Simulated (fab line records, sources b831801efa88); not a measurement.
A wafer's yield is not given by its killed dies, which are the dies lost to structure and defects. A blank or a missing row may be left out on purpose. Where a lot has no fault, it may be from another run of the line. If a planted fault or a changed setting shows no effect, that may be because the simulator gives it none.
fab line records	flow sky130
record lots=13	wafers=39	lastDay=50
route steps=708 shown FIELD_ISO@5 PWDE@54 NWELL@67
lots that met no fault: from a run of the same line without faults
startH: start of the lot's first displayed wafer, in hours after the record's first day	waitH: hours since the lot's step before	" as in the row above	L1.1+2: several wafers, shown together as one row	- no value, or no start given	* or withheld: withheld	< > ~ a bound
route shown NAME@n: NAME is a module with steps in the file, n the number in the route of the first one	usual: the fault-free wafers' mean and standard deviation	same: alike in all rows	chamber/n: place in a boat	sites: per-site readings	_std_site: standard deviation of those values	_edge_site: inner sites' mean taken away from outer sites' mean	radiusMm: how far each site lies from the wafer's centre	mask NAME#n: copy n	behind: the last tool/chamber to shape the wafer	hold: what put the lot on hold/how long, in hours/how the hold closed	device: the transistor (n, p or np) that didn't switch	end of line: the same wafers' tests at the end of the route	a step with no rows: only its recipe	killed: at the first sort, the dies lost to defects and structure; wafer yield is something else	map: a wafer's dies, marking killed ones x, the rest . and places with no die _
set.NAME: the setting the step ran with; set.NAME@STEP: the setting that earlier step ran with	model.NAME: the simulator's own value behind a step, which no gauge read
a sample of lots followed through the steps of the route, with each step as a table and each wafer as a row
services: from which hour (startH, from the record's first day; less than 0 if before it) a tool's chamber was out of use, for how many hours, and why
## steps
# step SKY_FIELD_ISO_THK_MEAS_04
# recipe reads=Si3N4_of_FIELD_ISO_CVD_03
# usual FIELD_ISO_CVD_03_THK=164.7/1.6
lot.wafer	tool	chamber	startH	waitH	FIELD_ISO_CVD_03_THK[nm]
L531.1	filmMetro-03	-	14.89	0.0	163.6
L531.3	"	-	"	"	163.6
L531.4	"	-	"	"	163.5
L532.1	filmMetro-04	-	18.48	0.0	166.0
L532.3	"	-	"	"	165.9
L532.4	"	-	"	"	166.7
L533.3	filmMetro-04	-	25.36	0.0	165.4
L533.4	"	-	"	"	166.8
L533.6	"	-	"	"	165.6
L534.1	filmMetro-02	-	28.71	0.0	165.4
L534.5	"	-	"	"	165.3
L534.6	"	-	"	"	165.1
L535.1	filmMetro-04	-	34.13	0.0	168.1
L535.4	"	-	"	"	168.4
L535.5	"	-	"	"	167.3
L536.1	filmMetro-02	-	38.49	0.0	164.3
L536.4	"	-	"	"	163.0
L536.5	"	-	"	"	162.6
L538.1	filmMetro-04	-	51.48	0.0	164.6
L538.2	"	-	"	"	164.5
L538.3	"	-	"	"	164.7
L539.1	filmMetro-02	-	54.47	0.0	165.3
L539.3	"	-	"	"	164.1
L539.6	"	-	"	"	165.8
L544.1	filmMetro-02	-	79.85	0.0	165.2
L544.2	"	-	"	"	166.3
L544.6	"	-	"	"	166.1
L549.2	filmMetro-04	-	103.89	0.0	165.4
L549.3	"	-	"	"	165.1
L549.5	"	-	"	"	164.4
L551.2	filmMetro-03	-	114.71	0.0	163.7
L551.4	"	-	"	"	163.3
L551.6	"	-	"	"	163.4
L552.1	filmMetro-02	-	118.48	0.0	164.3
L552.2	"	-	"	"	165.7
L552.4	"	-	"	"	163.9
L554.1	filmMetro-04	-	136.93	0.0	163.7
L554.4	"	-	"	"	165.6
L554.6	"	-	"	"	163.0
# step SKY_PWDE_STRIP_09
# recipe chemistry=O2/N2	powerW=1400	pressureMtorr=1500	platenTempC=withheld	o2FlowSccm=3000	n2FlowSccm=300	overashFraction=0.5
# usual drypumpMotorCurrentA=5.8/0.39	o2FlowSccm=2999/8.9	oesProductAu=0.723/0.0048	stripTimeToEndpointS=36.79/0.088
lot.wafer	tool	chamber	startH	waitH	drypumpMotorCurrentA	o2FlowSccm	oesProductAu	rfHoursCounterH	stripTimeToEndpointS
L531.1	plasmaAsher-03	0	67.54	0.1	5.9	2984	0.722	38	36.84
L531.3	"	1	"	"	6.2	2995	0.722	-	36.83
L531.4	"	0	"	"	5.9	3003	0.723	-	36.85
L532.1	plasmaAsher-04	1	72.44	0.1	5.6	2999	0.722	38	36.71
L532.3	"	1	"	"	5.6	3015	0.720	-	36.72
L532.4	"	0	"	"	5.9	2997	0.728	-	36.84
L533.3	plasmaAsher-03	1	81.96	0.1	6.2	2993	0.721	-	37.03
L533.4	"	0	"	"	5.9	2991	0.719	-	36.90
L533.6	"	0	"	"	5.9	2995	0.721	-	36.86
L534.1	plasmaAsher-02	1	85.49	0.1	4.9	2999	0.724	40	36.70
L534.5	"	0	"	"	5.5	2989	0.725	-	36.61
L534.6	"	1	"	"	4.9	2997	0.724	-	36.65
L535.1	plasmaAsher-03	0	91.27	0.1	5.9	3011	0.714	41	36.84
L535.4	"	0	"	"	5.9	3002	0.719	-	36.69
L535.5	"	1	"	"	6.2	2999	0.727	-	36.73
L536.1	plasmaAsher-03	0	95.99	0.1	5.9	2998	0.730	41	36.80
L536.4	"	1	"	"	6.1	3001	0.722	-	36.87
L536.5	"	0	"	"	5.9	2989	0.720	-	36.80
L538.1	plasmaAsher-04	1	108.29	0.1	5.6	2991	0.723	41	36.77
L538.2	"	0	"	"	5.9	3005	0.729	41	36.69
L538.3	"	1	"	"	5.6	2996	0.717	-	36.67
L539.1	plasmaAsher-03	1	112.72	0.1	6.2	3003	0.725	43	36.86
L539.3	"	0	"	"	5.9	3003	0.716	-	36.76
L539.6	"	1	"	"	6.2	3003	0.730	-	36.78
L544.1	plasmaAsher-03	1	141.29	0.1	6.1	2994	0.728	46	36.68
L544.2	"	0	"	"	5.9	2995	0.724	46	36.88
L544.6	"	1	"	"	6.1	3001	0.721	-	36.80
L549.2	plasmaAsher-03	1	181.57	0.1	6.2	2989	0.725	50	36.84
L549.3	"	0	"	"	5.9	2998	0.727	-	36.78
L549.5	"	1	"	"	6.2	3016	0.717	-	36.73
L552.1	plasmaAsher-02	1	187.57	0.1	4.9	2992	0.719	7	36.75
L552.2	"	0	"	"	5.5	2989	0.732	7	36.87
L552.4	"	1	"	"	4.9	2981	0.723	-	36.77
L551.2	plasmaAsher-03	1	187.92	0.1	6.2	2996	0.728	50	36.86
L551.4	"	0	"	"	5.9	3001	0.723	-	36.79
L551.6	"	1	"	"	6.2	2992	0.726	-	36.84
L554.1	plasmaAsher-03	1	203.07	0.1	6.2	2993	0.721	52	36.95
L554.4	"	0	"	"	5.9	2995	0.726	-	36.93
L554.6	"	0	"	"	5.9	3003	0.722	-	36.93
# step SKY_NWELL_STRIP_14
# recipe chemistry=O2/N2	powerW=1400	pressureMtorr=1500	platenTempC=withheld	o2FlowSccm=3000	n2FlowSccm=300	overashFraction=0.5
# usual drypumpMotorCurrentA=5.8/0.54	o2FlowSccm=3000/8.9	oesProductAu=0.722/0.0047	stripTimeToEndpointS=36.92/0.1
lot.wafer	tool	chamber	startH	waitH	drypumpMotorCurrentA	o2FlowSccm	oesProductAu	rfHoursCounterH	stripTimeToEndpointS
L531.1	plasmaAsher-01	0	84.82	0.1	6.5	2989	0.716	28	36.82
L531.3	"	1	"	"	6.3	3007	0.720	-	36.89
L531.4	"	0	"	"	6.5	3001	0.719	-	36.94
L532.1	plasmaAsher-04	0	89.67	0.1	6.0	3000	0.727	39	36.82
L532.3	"	0	"	"	5.9	3011	0.720	-	36.85
L532.4	"	1	"	"	5.6	3008	0.718	-	36.81
L533.3	plasmaAsher-02	1	99.52	0.1	4.9	2996	0.721	-	36.96
L533.4	"	0	"	"	5.5	2994	0.728	-	37.08
L533.6	"	1	"	"	4.9	3012	0.725	-	36.94
L534.1	plasmaAsher-02	0	103.77	0.1	5.5	2998	0.719	42	36.86
L534.5	"	0	"	"	5.5	2999	0.723	-	36.76
L534.6	"	1	"	"	4.9	3000	0.721	-	36.80
L535.1	plasmaAsher-01	0	109.47	0.1	6.4	3003	0.728	30	36.84
L535.4	"	1	"	"	6.2	3005	0.717	-	36.97
L535.5	"	0	"	"	6.4	3009	0.724	-	36.90
L536.1	plasmaAsher-04	0	114.67	0.1	6.0	3003	0.723	42	36.79
L536.4	"	1	"	"	5.5	3000	0.721	-	36.83
L536.5	"	1	"	"	5.6	3011	0.718	-	36.83
L538.1	plasmaAsher-01	0	127.19	0.1	6.4	2992	0.730	32	36.94
L538.2	"	1	"	"	6.3	3007	0.718	32	37.02
L538.3	"	1	"	"	6.3	2992	0.721	-	36.96
L539.1	plasmaAsher-04	0	131.37	0.1	6.0	2994	0.713	44	36.93
L539.3	"	1	"	"	5.5	2997	0.722	-	37.02
L539.6	"	0	"	"	6.0	2988	0.721	-	36.93
L544.1	plasmaAsher-01	1	160.92	0.1	6.3	3003	0.943	36	-
L544.2	"	0	"	"	6.4	2992	0.942	36	-
L544.6	"	1	"	"	6.3	2997	0.945	-	-
L549.2	plasmaAsher-02	0	203.19	0.1	5.5	3004	0.716	8	36.66
L549.3	"	1	"	"	4.9	3000	0.727	-	36.79
L549.5	"	1	"	"	4.9	3011	0.724	-	36.67
L552.1	plasmaAsher-02	1	208.87	0.1	4.9	3002	0.723	9	36.91
L552.2	"	0	"	"	5.5	3008	0.720	9	36.80
L552.4	"	1	"	"	4.9	3011	0.718	-	36.80
L551.2	plasmaAsher-01	1	209.42	0.1	6.3	3000	0.723	40	36.87
L551.4	"	0	"	"	6.4	3004	0.728	-	36.93
L551.6	"	1	"	"	6.3	2989	0.726	-	36.95
L554.1	plasmaAsher-01	0	225.57	0.1	6.5	3000	0.720	42	36.94
L554.4	"	1	"	"	6.3	2981	0.724	-	36.88
L554.6	"	1	"	"	6.3	3008	0.724	-	36.97
# step SKY_NWELL_STRIP_25
# recipe chemistry=O2/N2	powerW=1400	pressureMtorr=1500	platenTempC=withheld	o2FlowSccm=3000	n2FlowSccm=300	overashFraction=0.5
# usual drypumpMotorCurrentA=5.8/0.56	o2FlowSccm=3000/8.8	oesProductAu=0.723/0.0048	stripTimeToEndpointS=36.95/0.1
lot.wafer	tool	chamber	startH	waitH	drypumpMotorCurrentA	o2FlowSccm	oesProductAu	rfHoursCounterH	stripTimeToEndpointS
L531.1	plasmaAsher-02	1	101.89	0.1	4.9	2994	0.716	41	36.96
L531.3	"	0	"	"	5.5	2983	0.721	-	37.05
L531.4	"	1	"	"	4.9	2996	0.723	-	37.01
L532.1	plasmaAsher-01	1	106.92	0.1	6.3	3004	0.721	30	36.90
L532.3	"	0	"	"	6.4	3011	0.715	-	36.85
L532.4	"	1	"	"	6.3	2991	0.722	-	36.97
L533.3	plasmaAsher-02	0	118.02	0.1	5.5	3005	0.724	-	37.13
L533.4	"	1	"	"	4.9	3010	0.722	-	37.02
L533.6	"	0	"	"	5.5	2994	0.724	-	37.04
L534.1	plasmaAsher-02	1	121.42	0.1	4.9	3005	0.719	0	36.91
L534.5	"	0	"	"	5.5	2995	0.723	-	36.99
L534.6	"	1	"	"	4.9	2992	0.717	-	36.88
L535.1	plasmaAsher-04	1	128.32	0.1	5.5	3009	0.724	43	36.96
L535.4	"	1	"	"	5.6	3001	0.728	-	37.10
L535.5	"	1	"	"	5.5	3005	0.726	-	36.97
L536.1	plasmaAsher-04	0	132.92	0.1	5.9	2998	0.730	44	36.88
L536.4	"	1	"	"	5.6	2999	0.725	-	37.02
L536.5	"	0	"	"	5.9	3005	0.725	-	36.99
L538.1	plasmaAsher-01	1	145.12	0.1	6.3	2998	0.724	34	36.98
L538.2	"	0	"	"	6.5	3003	0.731	34	36.89
L538.3	"	0	"	"	6.5	3003	0.726	-	37.04
L539.1	plasmaAsher-01	1	149.72	0.1	6.3	2997	0.722	34	36.99
L539.3	"	0	"	"	6.4	2994	0.730	-	36.92
L539.6	"	1	"	"	6.3	2998	0.720	-	36.99
L544.1	plasmaAsher-02	1	180.84	0.1	4.9	3010	0.725	6	55.33
L544.2	"	0	"	"	5.5	3020	0.734	6	55.54
L544.6	"	0	"	"	5.5	3006	0.724	-	55.42
L549.2	plasmaAsher-04	0	225.62	0.1	5.9	2986	0.720	52	36.92
L549.3	"	1	"	"	5.6	2992	0.726	-	37.01
L549.5	"	1	"	"	5.6	2992	0.730	-	36.85
L552.1	plasmaAsher-01	0	231.27	0.1	6.4	3000	0.723	42	36.95
L552.2	"	1	"	"	6.3	2994	0.725	42	36.84
L552.4	"	1	"	"	6.3	3008	0.728	-	36.93
L551.2	plasmaAsher-02	0	231.64	0.1	5.5	2995	0.723	11	36.87
L551.4	"	1	"	"	4.9	3014	0.731	-	36.88
L551.6	"	1	"	"	4.9	3013	0.715	-	36.96
L554.1	plasmaAsher-04	1	248.72	0.1	5.6	3000	0.726	55	37.21
L554.4	"	0	"	"	6.0	3000	0.717	-	37.12
L554.6	"	1	"	"	5.6	3015	0.723	-	37.20
# step SKY_NWELL_TW_MEAS_26
# usual NWELL_2_TW=498/3.7
lot.wafer	tool	chamber	startH	waitH	NWELL_2_TW
L531.1	filmMetro-01	-	101.99	0.1	502
L531.3	"	-	"	"	498
L531.4	"	-	"	"	500
L532.1	filmMetro-01	-	107.02	0.1	495
L532.3	"	-	"	"	496
L532.4	"	-	"	"	498
L533.3	filmMetro-01	-	118.11	0.1	498
L533.4	"	-	"	"	498
L533.6	"	-	"	"	497
L534.1	filmMetro-04	-	121.52	0.1	500
L534.5	"	-	"	"	501
L534.6	"	-	"	"	500
L535.1	filmMetro-03	-	128.42	0.1	495
L535.4	"	-	"	"	495
L535.5	"	-	"	"	495
L536.1	filmMetro-04	-	133.02	0.1	500
L536.4	"	-	"	"	501
L536.5	"	-	"	"	496
L538.1	filmMetro-01	-	145.22	0.1	499
L538.2	"	-	"	"	503
L538.3	"	-	"	"	500
L539.1	filmMetro-03	-	149.82	0.1	496
L539.3	"	-	"	"	494
L539.6	"	-	"	"	496
L544.1	filmMetro-04	-	180.94	0.1	30
L544.2	"	-	"	"	30
L544.6	"	-	"	"	30
L549.2	filmMetro-04	-	225.73	0.1	502
L549.3	"	-	"	"	502
L549.5	"	-	"	"	502
L552.1	filmMetro-01	-	231.37	0.1	498
L552.2	"	-	"	"	497
L552.4	"	-	"	"	499
L551.2	filmMetro-01	-	231.76	0.1	501
L551.4	"	-	"	"	499
L551.6	"	-	"	"	498
L554.1	filmMetro-03	-	248.82	0.1	490
L554.4	"	-	"	"	491
L554.6	"	-	"	"	488
# step SKY_NWELL_RS_MEAS_31
# recipe thkMeasGauge=four-point-probe
# usual PWDE_RS=5272/17
lot.wafer	tool	chamber	startH	waitH	PWDE_RS[ohm/sq]
L531.1	filmMetro-03	-	102.44	0.1	5228
L531.3	"	-	"	"	5254
L531.4	"	-	"	"	5257
L532.1	filmMetro-01	-	107.47	0.1	5256
L532.3	"	-	"	"	5262
L532.4	"	-	"	"	5244
L533.3	filmMetro-04	-	118.58	0.1	5267
L533.4	"	-	"	"	5259
L533.6	"	-	"	"	5275
L534.1	filmMetro-01	-	121.99	0.1	5278
L534.5	"	-	"	"	5281
L534.6	"	-	"	"	5267
L535.1	filmMetro-01	-	128.88	0.1	5257
L535.4	"	-	"	"	5275
L535.5	"	-	"	"	5260
L536.1	filmMetro-03	-	133.48	0.1	5302
L536.4	"	-	"	"	5300
L536.5	"	-	"	"	5304
L538.1	filmMetro-03	-	145.67	0.1	5255
L538.2	"	-	"	"	5250
L538.3	"	-	"	"	5263
L539.1	filmMetro-03	-	150.27	0.1	5280
L539.3	"	-	"	"	5285
L539.6	"	-	"	"	5279
L544.1	filmMetro-01	-	181.45	0.1	5286
L544.2	"	-	"	"	5285
L544.6	"	-	"	"	5281
L549.2	filmMetro-01	-	226.19	0.1	5288
L549.3	"	-	"	"	5268
L549.5	"	-	"	"	5248
L552.1	filmMetro-04	-	231.82	0.1	5272
L552.2	"	-	"	"	5269
L552.4	"	-	"	"	5267
L551.2	filmMetro-01	-	232.22	0.1	5253
L551.4	"	-	"	"	5268
L551.6	"	-	"	"	5269
L554.1	filmMetro-01	-	249.27	0.1	5273
L554.4	"	-	"	"	5264
L554.6	"	-	"	"	5255
## services
tool	chamber	startH	hours	kind
plasmaAsher-04	-	43.75	0.4	repair
plasmaAsher-01	-	48.88	3.3	repair
plasmaAsher-02	-	108.75	9.0	pm
plasmaAsher-02	0	108.75	9.0	ventCycle
plasmaAsher-02	1	108.75	9.0	ventCycle
plasmaAsher-04	-	116.60	0.6	repair
plasmaAsher-02	0	117.75	-	clean
plasmaAsher-02	1	117.75	-	clean
plasmaAsher-04	-	177.25	2.8	pm
plasmaAsher-01	-	189.42	2.8	pm
## key
firstSign step=SKY_NWELL_STRIP_14	reading=oesProductAu	direction=up	sigmas=47	usual=0.722	struck=0.943
effect step=SKY_NWELL_STRIP_25	reading=stripTimeToEndpointS	direction=up	sigmas=99+	usual=*	struck=*
effect step=SKY_NWELL_TW_MEAS_26	reading=NWELL_2_TW	direction=down	sigmas=99+	usual=498	struck=30
metAt SKY_NWELL_STRIP_14
struckLots L544
sortLeftOut L544.1,L544.2,L544.6
testerLeftOut L544
notActingAt SKY_FIELD_ISO_THK_MEAS_04,SKY_PWDE_STRIP_09,SKY_NWELL_RS_MEAS_31
onsetBetween 127.19 160.92
fault kind=stripAborted	tool=plasmaAsher-01	chamber=-	onsetH=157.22	steps=SKY_NWELL_STRIP_14	offset=0.67034	endH=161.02
# testerLeftOut: of these lots the tester's yield and bins aren't shown, on N5 and GAA mostly nor the transistor test; their killed dies are dies lost to structure and defects alone, not to doping, threshold or leakage, so they don't give the yield
# sortLeftOut: the simulated sort isn't trusted on such a fault, so these wafers' sort isn't shown, and their yield isn't known
